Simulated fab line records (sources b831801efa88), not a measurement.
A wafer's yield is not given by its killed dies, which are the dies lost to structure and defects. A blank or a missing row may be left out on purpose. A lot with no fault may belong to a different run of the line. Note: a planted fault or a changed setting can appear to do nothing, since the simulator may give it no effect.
Chamber matching :: flow sky130 :: SKY_FIELD_ISO_ETCH_15 on rieDiel-01 has 4 sister chambers
The step etches the open film in CHF3/O2, stops on Si, target depth 180 nm, time 70.07 s. 8 wafers are shown with their chamber, then 7 later ones without.

EACH WAFER AND ITS CHAMBER
wafer: L538.1
chamber: 3
throttleValvePct (%): 8.853
oesProductAu (a.u.): 0.966

wafer: L539.3
chamber: 1
throttleValvePct (%): 8.850
oesProductAu (a.u.): 0.967

wafer: L539.4
chamber: 2
throttleValvePct (%): 8.859
oesProductAu (a.u.): 0.964

wafer: L541.1
chamber: 3
throttleValvePct (%): 8.837
oesProductAu (a.u.): 0.963

wafer: L541.2
chamber: 1
throttleValvePct (%): 8.848
oesProductAu (a.u.): 0.962

wafer: L541.4
chamber: 0
throttleValvePct (%): 8.850
oesProductAu (a.u.): 0.963

wafer: L546.1
chamber: 2
throttleValvePct (%): 8.854
oesProductAu (a.u.): 0.955

wafer: L546.2
chamber: 0
throttleValvePct (%): 8.846
oesProductAu (a.u.): 0.961

WAFERS MISSING THEIR CHAMBER
wafer: L546.5
throttleValvePct (%): 8.859
oesProductAu (a.u.): 0.953

wafer: L548.2
throttleValvePct (%): 8.849
oesProductAu (a.u.): 0.965

wafer: L548.4
throttleValvePct (%): 8.845
oesProductAu (a.u.): 0.966

wafer: L548.5
throttleValvePct (%): 8.844
oesProductAu (a.u.): 0.969

wafer: L555.2
throttleValvePct (%): 8.847
oesProductAu (a.u.): 0.964

wafer: L555.4
throttleValvePct (%): 8.842
oesProductAu (a.u.): 0.962

wafer: L555.6
throttleValvePct (%): 8.832
oesProductAu (a.u.): 0.960

EACH ONE'S CHAMBER
wafer: L546.5
from the rows above: can't be placed: 2 or 0 or 1
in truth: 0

wafer: L548.2
from the rows above: can't be placed: 1 or 3 or 0 or 2
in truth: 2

wafer: L548.4
from the rows above: can't be placed: 3 or 1 or 0
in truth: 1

wafer: L548.5
from the rows above: can't be placed: 3 or 1 or 0
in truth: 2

wafer: L555.2
from the rows above: can't be placed: 1 or 3 or 0 or 2
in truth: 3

wafer: L555.4
from the rows above: can't be placed: 3 or 0 or 1 or 2
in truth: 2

wafer: L555.6
from the rows above: can't be placed: 3 or 0 or 1 or 2
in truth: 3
Correct placement for 0 of the 7. Unplaceable from these rows: 7, with the true chamber sitting among the candidates in 6. 0 placed wrongly.
How it was worked out, from the rows above alone: a wafer's distance from a chamber is the root of the sum, over the readings, of the square of ((its reading less the chamber's mean) divided by the reading's scatter). The wafer belongs to the nearest chamber; if the next one is less than 2 further off, it can't be placed. Each chamber's mean is taken over the wafers shown for it. The scatter is the square root of a quotient: the sum, over the shown wafers, of each reading's squared deviation from its chamber's mean, divided by wafers minus chambers.
